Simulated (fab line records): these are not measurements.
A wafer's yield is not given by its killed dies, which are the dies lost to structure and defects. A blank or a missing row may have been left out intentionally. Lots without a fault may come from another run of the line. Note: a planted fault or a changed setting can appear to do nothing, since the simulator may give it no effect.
Which of the tools did it? | flow gf180mcu | 14 lots (42 wafers sampled), 1 step of a 602-step route

WHAT THE GAUGES SHOWED, per wafer
GF_CONTACT_THK_MEAS_03. Usual: CONTACT_CVD_02_THK gives 860 nm (standard deviation 11).
lot  | measured     | on            | CONTACT_CVD_02_THK (nm) | flag
L417 | day 15 07:03 | film_metro-04 | 838 852 853             |
L418 | day 15 13:50 | film_metro-04 | 858 871 869             |
L420 | day 16 05:45 | film_metro-01 | 864 850 861             |
L421 | day 16 18:33 | film_metro-01 | 862 859 854             |
L423 | day 17 09:41 | film_metro-03 | 852 872 874             |
L424 | day 17 14:21 | film_metro-01 | 856 857 874             |
L428 | day 19 11:47 | film_metro-03 | 856 858 873             |
L429 | day 19 14:41 | film_metro-04 | 854 862 857             |
L431 | day 20 15:13 | film_metro-03 | 859 863 870             |
L432 | day 20 15:47 | film_metro-01 | 855 854 873             |
L433 | day 21 04:50 | film_metro-04 | 847 871 875             |
L434 | day 21 09:32 | film_metro-04 | 850 861 865             |
L439 | day 22 20:17 | film_metro-01 | 852 854 872             |
L440 | day 23 07:28 | film_metro-01 | 851 840 871             |

EACH LOT AND THE TOOL THAT RAN IT (in order: tool; ch and the chambers of the sampled wafers; start)
Record: no process step prior to these readings.

WHAT THE TOOLS THEMSELVES READ (means of the sampled wafers that have a number; where no wafer has one, the mark that the record gives instead)
The record holds no such reading with a usual standard deviation.

THE ANSWER, worked out from the rows above alone
Rule: a lot counts as off when the mean over its wafers that have a number is more than 3 standard deviations away from the usual mean. Also off: a lot with no number at a reading for which 4 or more lots have one. All remaining lots with rows at the step are treated as sound. Order of review: gauges by route order, followed by the tools' own readings, for which a lot's mean as printed above is used. The first step at which some lot is off is used, and at that step the reading that is off furthest; a lot without a number counts as furthest.
Nothing can be told from this: no lot is off at any reading shown.

WHAT THE SIMULATOR HAD PUT IN
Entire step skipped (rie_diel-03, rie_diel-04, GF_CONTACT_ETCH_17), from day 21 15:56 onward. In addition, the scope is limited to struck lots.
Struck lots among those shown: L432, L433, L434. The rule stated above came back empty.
